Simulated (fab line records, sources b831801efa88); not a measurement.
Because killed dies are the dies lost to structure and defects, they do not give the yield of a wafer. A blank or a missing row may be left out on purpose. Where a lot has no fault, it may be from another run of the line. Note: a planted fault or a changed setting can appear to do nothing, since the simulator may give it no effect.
fab line records	flow gf180mcu
[record] lots = 13	wafers = 39	last-day = 34
route steps=602 shown STI@15 DNWELL@40 NWELL@46 LVPWELL@138
lots with no fault: from the same line, run without faults
start-h: hours from the record's first day to the start of the lot's first wafer shown	wait-h: time in hours since the lot's previous step	" the same as in the row above	L1.1+2: several wafers, shown together as one row	- value missing, or start not given	* or withheld: withheld	< > ~ a bound
route shown NAME@n: a module of which the file shows steps, and the number in the route of the first	usual: the fault-free wafers' mean and standard deviation	same: alike in all rows	chamber/n: place in a boat	sites: readings site by site	_std_site: how widely they spread, as a standard deviation	_edge_site: inner sites' mean taken away from outer sites' mean	radius-mm: how far each site lies from the wafer's centre	mask NAME#n: copy n	behind: the tool/chamber that last shaped the wafer	hold: cause of the lot's hold/its duration in hours/its outcome	device: names the non-switching transistor (n, p or np)	end of line: tests run on the same wafers once the route is complete	a step without rows: its recipe alone	killed: the dies lost at the first sort to structure and to defects; this is not the yield of the wafer	map: a wafer's dies, x killed, . not, _ none there
set.NAME: the setting the step ran with; set.NAME@STEP: the setting that earlier step ran with	model.NAME: the simulator's own value behind a step, which no gauge read
a sample of lots followed through the steps of the route, with each step as a table and each wafer as a row
services: from which hour (start-h, from the record's first day; less than 0 if before it) a tool's chamber was out of use, for how many hours, and why
[[steps]]
[step GF_STI_ETCH_14]
[recipe] target = Si	chemistry = HBr/Cl2/O2	target-depth-nm = 360	icp-w = 600	bias-w = 150	pressure-mtorr = 15	HBr_flow_sccm = 150	Cl2_flow_sccm = 40	O2_flow_sccm = 6	time-s = 102.9
[usual] drypump-motor-current-A = 5.7/0.57	oes-product-au = 1.003/0.011	throttle-valve-pct = 25.655/0.011
lot.wafer	tool	chamber	start-h	wait-h	drypump-motor-current-A	oes-product-au	rf-hours-counter-h	throttle-valve-pct
L291.2	rie-si-01	0	25.69	0.0	5.5	1.010	92	25.645
L291.3	"	1	"	"	6.4	0.998	58	25.653
L291.5	"	2	"	"	6.5	1.000	-	25.651
L292.2	rie-si-02	2	30.62	0.0	5.1	1.009	14	25.654
L292.3	"	0	"	"	5.0	0.985	0	25.668
L292.6	"	2	"	"	5.1	1.014	-	25.649
L293.1	rie-si-02	1	35.59	0.0	6.3	0.990	119	25.666
L293.3	"	0	"	"	5.0	0.987	0	25.654
L293.5	"	3	"	"	5.4	1.006	-	25.659
L296.3	rie-si-02	1	51.24	0.0	6.3	0.984	119	25.669
L296.4	"	2	"	"	5.1	1.013	15	25.658
L296.6	"	0	"	"	5.0	0.997	-	25.657
L300.3	rie-si-01	1	72.12	0.0	6.4	0.990	58	25.657
L300.5	"	1	"	"	6.4	1.002	-	25.650
L300.6	"	0	"	"	5.5	1.008	-	25.641
L306.1	rie-si-01	3	102.49	0.0	5.9	1.007	69	25.649
L306.2	"	2	"	"	6.5	1.009	135	25.648
L306.4	"	1	"	"	6.4	1.003	-	25.652
L308.1	rie-si-02	3	113.06	0.0	5.4	1.019	110	25.642
L308.2	"	0	"	"	5.0	0.999	1	25.654
L308.3	"	2	"	"	5.1	1.008	15	25.663
L309.2	rie-si-02	3	117.91	0.0	5.4	1.013	110	25.638
L309.4	"	2	"	"	5.1	1.016	15	25.656
L309.6	"	0	"	"	5.0	0.995	-	25.673
L310.2	rie-si-02	3	122.41	0.0	5.4	1.020	110	25.647
L310.5	"	2	"	"	5.1	1.008	-	25.646
L310.6	"	1	"	"	6.3	0.994	-	25.675
L311.1	rie-si-02	1	128.19	0.0	6.3	0.994	120	25.666
L311.5	"	3	"	"	5.4	1.032	-	25.654
L311.6	"	2	"	"	5.1	1.017	-	25.656
L312.1	rie-si-01	2	134.20	0.0	6.5	0.995	135	25.660
L312.2	"	0	"	"	5.5	1.004	93	25.645
L312.4	"	3	"	"	5.9	0.999	69	25.657
L313.1	rie-si-01	0	140.76	0.0	5.5	1.006	93	25.653
L313.3	"	1	"	"	6.5	0.990	59	25.665
L313.6	"	1	"	"	6.4	0.991	-	25.656
L314.2	rie-si-02	3	144.94	0.0	5.3	1.012	110	25.642
L314.3	"	1	"	"	6.3	0.989	120	25.671
L314.4	"	0	"	"	5.0	0.991	1	25.668
[step GF_DNWELL_STRIP_08]
[recipe] chemistry = O2/N2	power-w = 1400	pressure-mtorr = 1500	platen-temp-c = 250	o2-flow-sccm = 3000	n2-flow-sccm = 300	overash-fraction = 0.5
[usual] drypump-motor-current-A = 5.4/0.38	heater-power-w = 327/21	oes-product-au = 0.722/0.0048	strip-time-to-endpoint-s = 36.92/0.1
lot.wafer	tool	chamber	start-h	wait-h	drypump-motor-current-A	heater-power-w	oes-product-au	rf-hours-counter-h	strip-time-to-endpoint-s
L291.2	plasma-asher-01	0	42.83	0.1	5.2	358	0.719	40	37.10
L291.3	"	0	"	"	5.2	354	0.723	-	37.06
L291.5	"	0	"	"	5.2	351	0.720	-	37.03
L292.2	plasma-asher-02	0	47.72	0.1	5.4	312	0.717	40	36.95
L292.3	"	1	"	"	6.0	306	0.719	-	36.90
L292.6	"	1	"	"	6.0	308	0.729	-	36.83
L293.1	plasma-asher-02	0	51.98	0.1	5.4	311	0.718	41	37.04
L293.3	"	0	"	"	5.4	320	0.723	-	37.10
L293.5	"	1	"	"	6.0	306	0.722	-	37.09
L296.3	plasma-asher-01	1	68.60	0.1	5.1	368	0.727	-	36.89
L296.4	"	0	"	"	5.2	349	0.722	-	36.79
L296.6	"	1	"	"	5.1	356	0.728	-	36.76
L300.3	plasma-asher-04	0	90.31	0.1	5.5	315	0.719	-	36.88
L300.5	"	0	"	"	5.5	321	0.719	-	36.87
L300.6	"	1	"	"	4.8	309	0.720	-	36.81
L306.1	plasma-asher-02	1	121.58	0.1	6.0	316	0.720	2	36.78
L306.2	"	0	"	"	5.4	315	0.728	2	36.79
L306.4	"	1	"	"	6.0	317	0.719	-	36.75
L308.1	plasma-asher-01	0	132.06	0.1	5.2	347	0.722	48	36.93
L308.2	"	1	"	"	5.1	358	0.719	48	36.86
L308.3	"	0	"	"	5.2	355	0.719	-	36.88
L309.2	plasma-asher-01	0	137.73	0.1	5.2	349	0.712	48	37.11
L309.4	"	0	"	"	5.2	350	0.722	-	37.02
L309.6	"	1	"	"	5.1	362	0.737	-	36.99
L310.2	plasma-asher-02	1	142.31	0.1	6.0	311	0.730	4	36.90
L310.5	"	0	"	"	5.4	319	0.725	-	36.88
L310.6	"	1	"	"	6.0	314	0.724	-	36.93
L311.1	plasma-asher-02	1	148.61	0.1	6.0	322	0.726	4	36.93
L311.5	"	0	"	"	5.5	317	0.722	-	36.89
L311.6	"	1	"	"	6.0	318	0.723	-	36.82
L312.1	plasma-asher-01	0	154.43	0.1	5.2	343	0.716	50	36.84
L312.2	"	1	"	"	5.1	356	0.719	50	36.89
L312.4	"	1	"	"	5.1	367	0.715	-	36.98
L313.1	plasma-asher-01	0	161.98	0.1	5.2	358	0.718	51	36.93
L313.3	"	0	"	"	5.2	354	0.724	-	36.89
L313.6	"	0	"	"	5.2	343	0.719	-	36.98
L314.2	plasma-asher-01	0	167.48	0.1	5.2	357	0.727	51	37.03
L314.3	"	0	"	"	5.2	348	0.727	-	37.08
L314.4	"	1	"	"	5.1	353	0.723	-	36.97
[step GF_NWELL_EXPOSE_04]
[recipe] mask-id = Nwell	target-cd-nm = 860	na = 0.6	source-shape = conventional	sigma-outer = 0.6	dose-mj = 260
lot.wafer	tool	chamber	start-h	wait-h	mask
L291.2+3+5	iline-stepper-01	0	48.95	-	Nwell#0
L292.2+3+6	iline-stepper-01	0	53.94	-	Nwell#0
L293.1+3+5	iline-stepper-01	0	58.99	-	Nwell#0
L296.3+4+6	iline-stepper-02	0	75.60	-	DNWELL#0
L300.3+5+6	iline-stepper-01	0	97.53	-	Nwell#0
L306.1+2+4	iline-stepper-01	0	129.52	-	Nwell#0
L308.1+2+3	iline-stepper-02	0	139.86	-	Nwell#0
L309.2+4+6	iline-stepper-02	0	146.05	-	Nwell#0
L310.2+5+6	iline-stepper-02	0	151.03	-	Nwell#0
L311.1+5+6	iline-stepper-02	0	156.63	-	Nwell#0
L312.1+2+4	iline-stepper-02	0	163.23	-	Nwell#0
L313.1+3+6	iline-stepper-02	0	170.06	-	Nwell#0
L314.2+3+4	iline-stepper-02	0	175.50	-	Nwell#0
[step GF_NWELL_OVL_MEAS_07]
[usual] NWELL_OVL = 0.1/1.3
lot.wafer	tool	chamber	start-h	wait-h	NWELL_OVL[nm]
L291.2	overlay-02	-	55.14	-	-2.1
L291.3	"	-	"	"	-1.3
L291.5	"	-	"	"	1.0
L292.2	overlay-02	-	60.39	-	-1.3
L292.3	"	-	"	"	0.1
L292.6	"	-	"	"	-2.6
L293.1	overlay-02	-	65.03	-	1.7
L293.3	"	-	"	"	-0.6
L293.5	"	-	"	"	2.9
L296.3	overlay-02	-	81.84	-	-
L296.4	"	-	"	"	-
L296.6	"	-	"	"	-
L300.3	overlay-02	-	104.25	-	-2.2
L300.5	"	-	"	"	-0.6
L300.6	"	-	"	"	-2.8
L306.1	overlay-01	-	136.97	-	-1.8
L306.2	"	-	"	"	-0.5
L306.4	"	-	"	"	0.6
L308.1	overlay-01	-	147.64	-	-0.8
L308.2	"	-	"	"	-0.7
L308.3	"	-	"	"	0.6
L309.2	overlay-02	-	153.34	-	1.4
L309.4	"	-	"	"	0.6
L309.6	"	-	"	"	-0.5
L310.2	overlay-02	-	158.44	-	0.9
L310.5	"	-	"	"	-0.4
L310.6	"	-	"	"	-0.4
L311.1	overlay-01	-	164.54	-	-0.5
L311.5	"	-	"	"	-0.5
L311.6	"	-	"	"	-0.3
L312.1	overlay-02	-	170.79	-	3.0
L312.2	"	-	"	"	3.1
L312.4	"	-	"	"	1.9
L313.1	overlay-01	-	177.14	-	1.3
L313.3	"	-	"	"	0.6
L313.6	"	-	"	"	0.2
L314.2	overlay-01	-	183.29	-	2.1
L314.3	"	-	"	"	3.6
L314.4	"	-	"	"	1.2
[step GF_NWELL_TW_MEAS_11]
[usual] NWELL_TW = 1578/13
lot.wafer	tool	chamber	start-h	wait-h	NWELL_TW
L291.2	film-metro-03	-	55.58	0.1	1585
L291.3	"	-	"	"	1579
L291.5	"	-	"	"	1585
L292.2	film-metro-03	-	60.83	0.1	1574
L292.3	"	-	"	"	1576
L292.6	"	-	"	"	1578
L293.1	film-metro-02	-	65.47	0.1	1557
L293.3	"	-	"	"	1559
L293.5	"	-	"	"	1552
L296.3	film-metro-03	-	82.29	0.1	30
L296.4	"	-	"	"	30
L296.6	"	-	"	"	30
L300.3	film-metro-03	-	104.69	0.1	1574
L300.5	"	-	"	"	1570
L300.6	"	-	"	"	1577
L306.1	film-metro-02	-	137.40	0.1	1563
L306.2	"	-	"	"	1561
L306.4	"	-	"	"	1567
L308.1	film-metro-04	-	148.07	0.1	1589
L308.2	"	-	"	"	1590
L308.3	"	-	"	"	1584
L309.2	film-metro-02	-	153.78	0.1	1559
L309.4	"	-	"	"	1563
L309.6	"	-	"	"	1559
L310.2	film-metro-02	-	158.88	0.1	1553
L310.5	"	-	"	"	1555
L310.6	"	-	"	"	1555
L311.1	film-metro-04	-	164.97	0.1	1603
L311.5	"	-	"	"	1594
L311.6	"	-	"	"	1595
L312.1	film-metro-03	-	171.23	0.1	1568
L312.2	"	-	"	"	1569
L312.4	"	-	"	"	1576
L313.1	film-metro-04	-	177.57	0.1	1588
L313.3	"	-	"	"	1588
L313.6	"	-	"	"	1585
L314.2	film-metro-02	-	183.73	0.1	1567
L314.3	"	-	"	"	1565
L314.4	"	-	"	"	1569
[step GF_VT_IMPLANT_RS_MEAS_48]
[recipe] thk-meas-gauge = four-point-probe
[usual] LVPWELL_RS = 1197.5/2.8
lot.wafer	tool	chamber	start-h	wait-h	LVPWELL_RS[ohm/sq]
L291.2	film-metro-04	-	157.04	0.1	1201.1
L291.3	"	-	"	"	1200.8
L291.5	"	-	"	"	1197.5
L292.2	film-metro-04	-	163.39	0.1	1195.0
L292.3	"	-	"	"	1193.7
L292.6	"	-	"	"	1198.0
L293.1	film-metro-03	-	169.07	0.1	1201.1
L293.3	"	-	"	"	1199.7
L293.5	"	-	"	"	1200.7
L296.3	film-metro-02	-	189.34	0.1	1195.3
L296.4	"	-	"	"	1196.0
L296.6	"	-	"	"	1196.7
L300.3	film-metro-03	-	216.16	0.1	1198.2
L300.5	"	-	"	"	1195.7
L300.6	"	-	"	"	1199.8
L306.1	film-metro-04	-	258.26	0.1	1193.8
L306.2	"	-	"	"	1195.7
L306.4	"	-	"	"	1196.0
L308.1	film-metro-02	-	271.86	0.1	1199.3
L308.2	"	-	"	"	1195.1
L308.3	"	-	"	"	1197.1
L309.2	film-metro-02	-	277.75	0.1	1196.8
L309.4	"	-	"	"	1194.2
L309.6	"	-	"	"	1194.0
L310.2	film-metro-03	-	283.88	0.1	1203.3
L310.5	"	-	"	"	1203.9
L310.6	"	-	"	"	1204.0
L311.1	film-metro-02	-	292.51	0.1	1193.4
L311.5	"	-	"	"	1193.8
L311.6	"	-	"	"	1196.3
L312.1	film-metro-02	-	300.05	0.1	1199.2
L312.2	"	-	"	"	1196.4
L312.4	"	-	"	"	1197.2
L313.1	film-metro-02	-	308.06	0.1	1199.7
L313.3	"	-	"	"	1194.1
L313.6	"	-	"	"	1197.9
L314.2	film-metro-03	-	315.27	0.1	1201.4
L314.3	"	-	"	"	1195.6
L314.4	"	-	"	"	1202.0
[[services]]
tool	chamber	start-h	hours	kind
iline-stepper-01	-	4.22	1.7	pm
iline-stepper-02	0	8.34	-	calibration
iline-stepper-01	-	30.79	1.2	repair
iline-stepper-02	-	40.16	8.3	repair
iline-stepper-02	-	50.42	4.4	pm
rie-si-02	-	51.90	0.3	repair
rie-si-02	2	68.75	7.6	repair
rie-si-02	3	72.49	4.6	repair
iline-stepper-02	-	76.34	1.7	pm
iline-stepper-01	0	93.59	-	calibration
rie-si-01	0	101.47	9.0	repair
plasma-asher-01	-	104.79	14.6	pm
plasma-asher-04	-	108.12	15.6	pm
plasma-asher-02	-	108.75	9.0	pm
plasma-asher-02	0	108.75	9.0	vent-cycle
plasma-asher-02	1	108.75	9.0	vent-cycle
plasma-asher-02	0	117.75	-	clean
plasma-asher-02	1	117.75	-	clean
rie-si-02	2	137.65	3.4	repair
rie-si-01	2	151.44	-	clean
rie-si-01	2	151.44	18.1	scheduled-down
rie-si-01	2	151.44	18.1	vent-cycle
iline-stepper-02	-	151.72	2.0	repair
iline-stepper-01	-	157.75	2.1	pm
[[key]]
[first-sign] step = GF_NWELL_EXPOSE_04	reading = mask	direction = changed
[effect] step = GF_NWELL_OVL_MEAS_07	reading = NWELL_OVL	direction = missing
[effect] step = GF_NWELL_TW_MEAS_11	reading = NWELL_TW	direction = down	sigmas = 99+	usual = 1578	struck = 30
met-at GF_NWELL_EXPOSE_04
struck-lots L296
sort-left-out L296.3,L296.4,L296.6
tester-left-out L296
not-acting-at GF_STI_ETCH_14,GF_DNWELL_STRIP_08,GF_VT_IMPLANT_RS_MEAS_48
[fault] kind = wrong-mask	tool = any	chamber = -	onset-h = 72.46	steps = GF_NWELL_EXPOSE_04	aux-copy = DNWELL#0	scope = struck-lots-only
// tester-left-out: of these lots the tester's yield and bins aren't shown, on N5 and GAA mostly nor the transistor test; their killed dies are dies lost to structure and defects alone, not to doping, threshold or leakage, so they don't give the yield
// sort-left-out: the simulated sort isn't trusted on such a fault, so these wafers' sort isn't shown, and their yield isn't known
